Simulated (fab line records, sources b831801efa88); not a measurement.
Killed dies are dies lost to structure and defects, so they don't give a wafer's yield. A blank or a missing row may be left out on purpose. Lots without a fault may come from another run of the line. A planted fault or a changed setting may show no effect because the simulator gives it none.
Which tool did it? | flow sky130 | 7 lots, 21 wafers sampled, at 1 step of a route of 708

WHAT THE GAUGES READ, wafer by wafer
SKY_POLY_CUT_OVL_MEAS_09.
lot  | measured     | on         | POLY_CUT_OVL (nm)
L830 | day 25 20:25 | overlay-02 | 6 -4 2
L833 | day 25 23:46 | overlay-02 | 2 0 6
L838 | day 27 17:25 | overlay-01 | -1 1 -3
L840 | day 28 08:14 | overlay-02 | 9 13 3
L843 | day 29 14:14 | overlay-02 | 6 4 8
L849 | day 31 13:01 | overlay-02 | 2 3 -2
L850 | day 33 04:47 | overlay-01 | 0 -8 3

WHICH TOOL RAN EACH LOT (tool, then ch and the chambers of the sampled wafers, then the start)
The record holds no process step before these readings.

THE ANSWER, worked out from the rows above alone
Rule: what is usual is taken from the lots themselves. Put in order of their means at a reading, lots are off if they are a third of the lots or fewer, leave a main group of 4 or more, and stand apart from it by a gap of 3 or more times the standard deviation of the main group's means; of several such gaps the widest counts. A main group whose means are all the same, to the digits that the tables above print for the reading, isn't used. A lot without any number at a reading at which 4 lots or more have one is off too. The other lots that the step has rows for count as sound.
No lot is off at any reading shown: from this, nothing can be told.

WHAT THE SIMULATOR HAD PUT IN
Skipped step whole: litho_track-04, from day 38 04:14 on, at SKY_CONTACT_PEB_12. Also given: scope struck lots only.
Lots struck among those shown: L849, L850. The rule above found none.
